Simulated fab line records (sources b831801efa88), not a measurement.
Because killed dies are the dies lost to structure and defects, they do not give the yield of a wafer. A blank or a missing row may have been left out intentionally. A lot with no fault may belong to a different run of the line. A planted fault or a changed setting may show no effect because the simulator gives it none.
A struck lot beside a sound one / flow sky130 / 44 steps out of a route of 708
Sound: the wafers L255.2, L255.4, L255.5. Struck: wafers L243.1, L243.2, L243.5. The cause is given at the end.
Per side, at each step with rows, come the tool, then ch with its chambers, and then its first start. Under that, the readings that differ: sound wafers / struck wafers / difference of the means / sigmas: that difference in standard deviations of wafers without a fault.
alike: readings with means less than 2 such deviations apart, plus words and numbers identical on both sides. not compared: withheld readings, readings lacking a value on some wafer, bounds such as >300 that could conceal the same value, and numbers that have no deviation in the record and whose values overlap.
A row with sigmas, a row that says differs or no value, or rows on one side alone: a step with any of these is where the two part. Non-overlapping numbers with no deviation appear without sigmas and do not part them. A reading that every wafer of one side lacks parts them only if that side has two wafers or more.

first, 3 steps without rows for these wafers: SKY_FIELD_ISO_CLEAN_20 (cleans in dHF, time 20 s); SKY_FIELD_ISO_WET_ETCH_21 (etches SiO2 in dHF, target depth 20 nm, time 400 s); SKY_FIELD_ISO_OXIDATION_22 (stabilise 600 s, purge 300 s, target thk 10 nm).
SKY_FIELD_ISO_THK_MEAS_23:
  struck on film_metro-02, day 3 21:12; sound on film_metro-02, day 6 09:38
  alike: FIELD_ISO_OXIDATION_01_THK
then, 1 step without rows for these wafers: SKY_FIELD_ISO_CVD_24 (deposits SiO2, target thk 595 nm, time 99.2 s).
SKY_FIELD_ISO_THK_MEAS_25:
  struck on film_metro-04, day 3 21:20; sound on film_metro-01, day 6 09:46
  alike: FIELD_ISO_CVD_24_THK
then, 1 step without rows for these wafers: SKY_FIELD_ISO_ANNEAL_26 (time 1800 s).
SKY_FIELD_ISO_CMP_27: polishes, stops on Si3N4, t overpolish 16 s, target thk 457.8 nm.
  sound on cmp-02 ch 0,1, day 6 12:16; struck on cmp-02 ch 1,2,3, day 3 22:56
  alike: edge_zone_pressure_frac, head_pressure_psi, motor_current_A, overpolish_run_s, slurry_flow_ml_min, time_to_endpoint_s
then, 4 steps without rows for these wafers: SKY_FIELD_ISO_WET_ETCH_28 (etches SiO2 in dHF, target depth 23.7 nm, time 47 s); SKY_FIELD_ISO_WET_ETCH_29 (etches Si3N4 in H3PO4, target depth 160 nm, time 1825 s); SKY_FIELD_ISO_WET_ETCH_30 (etches SiO2 in dHF, target depth 25 nm, time 50 s); SKY_NWELL_CLEAN_00 (cleans in SC1/SC2, time 150 s).
SKY_NWELL_OXIDATION_01: stabilise 600 s, purge 300 s, target thk 10 nm.
  sound on furnace-02 ch 0, day 6 13:38; struck on furnace-01 ch 0, day 4 02:20
  alike: spike_tc_centre_C
SKY_NWELL_THK_MEAS_02:
  struck on film_metro-02, day 4 03:44; sound on film_metro-03, day 6 15:02
reading=NWELL_OXIDATION_THK (nm); sound=9.87 9.77 9.74; struck=15.44 15.36 15.57; difference=+5.66; sigmas=+35
then, 8 steps without rows for these wafers: SKY_DNWELL_DEHYDRATE_00 (time 60 s); SKY_DNWELL_HMDS_01 (prime time 60 s); SKY_DNWELL_COAT_02 (resist thk 3000 nm); SKY_DNWELL_SOFTBAKE_03; SKY_DNWELL_EXPOSE_04 (exposes mask DNM, target cd 3000 nm); SKY_DNWELL_PEB_05; SKY_DNWELL_DEVELOP_06 (develop time 60 s); SKY_DNWELL_IMPLANT_07.
SKY_DNWELL_STRIP_08: strips in O2/N2.
  sound on plasma_asher-01 ch 1, day 7 10:17; struck on plasma_asher-02 ch 0,1, day 4 18:55
  alike: drypump_motor_current_A, o2_flow_sccm, oes_product_au, strip_time_to_endpoint_s
  not compared: rf_hours_counter_h
SKY_DNWELL_TW_MEAS_09:
  struck on film_metro-04, day 4 19:01; sound on film_metro-04, day 7 10:23
  alike: DNWELL_TW
then, 7 steps without rows for these wafers: SKY_PWDE_DEHYDRATE_00 (time 60 s); SKY_PWDE_HMDS_01 (prime time 60 s); SKY_PWDE_COAT_02 (resist thk 3000 nm); SKY_PWDE_SOFTBAKE_03; SKY_PWDE_EXPOSE_04 (exposes mask PWDEM, target cd 840 nm); SKY_PWDE_PEB_05; SKY_PWDE_DEVELOP_06 (develop time 60 s).
SKY_PWDE_OVL_MEAS_07:
  struck on overlay-01, day 5 12:44; sound on overlay-02, day 8 06:14
  alike: PWDE_OVL
next, for these wafers, 1 step has no rows: SKY_PWDE_IMPLANT_08.
SKY_PWDE_STRIP_09: strips in O2/N2.
  sound on plasma_asher-04 ch 0,1, day 8 06:34; struck on plasma_asher-04 ch 0,1, day 5 12:55
reading=o2_flow_sccm (sccm); sound=2997 2988 2983; struck=3010 3026 3010; difference=+26; sigmas=+3
  alike: drypump_motor_current_A, oes_product_au, strip_time_to_endpoint_s
  not compared: rf_hours_counter_h
SKY_PWDE_TW_MEAS_10:
  struck on film_metro-04, day 5 13:01; sound on film_metro-03, day 8 06:40
  alike: PWDE_TW
then, 7 steps without rows for these wafers: SKY_NWELL_DEHYDRATE_03 (time 60 s); SKY_NWELL_HMDS_04 (prime time 60 s); SKY_NWELL_COAT_05 (resist thk 3000 nm); SKY_NWELL_SOFTBAKE_06; SKY_NWELL_EXPOSE_07 (exposes mask NWM, target cd 840 nm); SKY_NWELL_PEB_08; SKY_NWELL_DEVELOP_09 (develop time 60 s).
SKY_NWELL_CLEAN_27: cleans in SC1/SC2, time 150 s.
  sound on wet_bench-01 ch 1, day 10 01:10; struck on wet_bench-02 ch 0, day 7 03:05
reading=model.SiO2_of_NWELL_OXIDATION_01.thk_nm (nm); sound=9.506 9.49 9.431; struck=15.11 15.04 15.25; difference=+5.66; sigmas=
  alike: bath_heat_duty_pct
-- the record jumps here: 41 days lie between the struck wafers' starts before and after (it left off in module NWELL and takes up again in module PAD_OPEN, whose first step shown is number 708 of the route) --
SKY_PAD_OPEN_PROBE_99:
  struck on prober-02, day 48 00:05; sound on prober-01, day 50 15:05
reading=killed_at_M0_to_M3; sound=53 66 45; struck=35 46 30; difference=-18; sigmas=-2
reading=killed_short; sound=54 50 42; struck=27 42 32; difference=-15; sigmas=-2
reading=model.etest.tip_p.rs_ohm_sq; sound=6923 6918 6885; struck=7014 7104 7078; difference=+157; sigmas=
reading=model.etest.pfet_01v8.r_on_ohm_um; sound=2923 2930 2874; struck=3079 3028 3051; difference=+144; sigmas=
reading=model.etest.pfet_g5v0d10v5.r_on_ohm_um; sound=4733 4849 4776; struck=5088 5000 4992; difference=+241; sigmas=
reading=model.etest.pfet_01v8_mvt.drive_ua_um; sound=150.7 146.8 149.7; struck=137.1 139.5 139.3; difference=-10.4; sigmas=
reading=model.etest.pfet_01v8.drive_ua_um; sound=191 189.1 193.2; struck=176.4 181 181.1; difference=-11.6; sigmas=
reading=model.etest.pfet_g5v0d10v5.drive_ua_um; sound=337.5 328 337.5; struck=317.4 321.9 317.7; difference=-15.3; sigmas=
  alike: killed_at_M4_up, killed_at_contacts, killed_at_front_end, killed_at_other, killed_dies, killed_open
  not compared: model.etest.nfet_16v.r_on_ohm_um, model.etest.res_pwell_under_gate.rs_ohm_sq

WHERE THEY PART
Earliest at SKY_NWELL_THK_MEAS_02; latest, in this record, at SKY_PAD_OPEN_PROBE_99.

WHY: whatever the simulator had introduced
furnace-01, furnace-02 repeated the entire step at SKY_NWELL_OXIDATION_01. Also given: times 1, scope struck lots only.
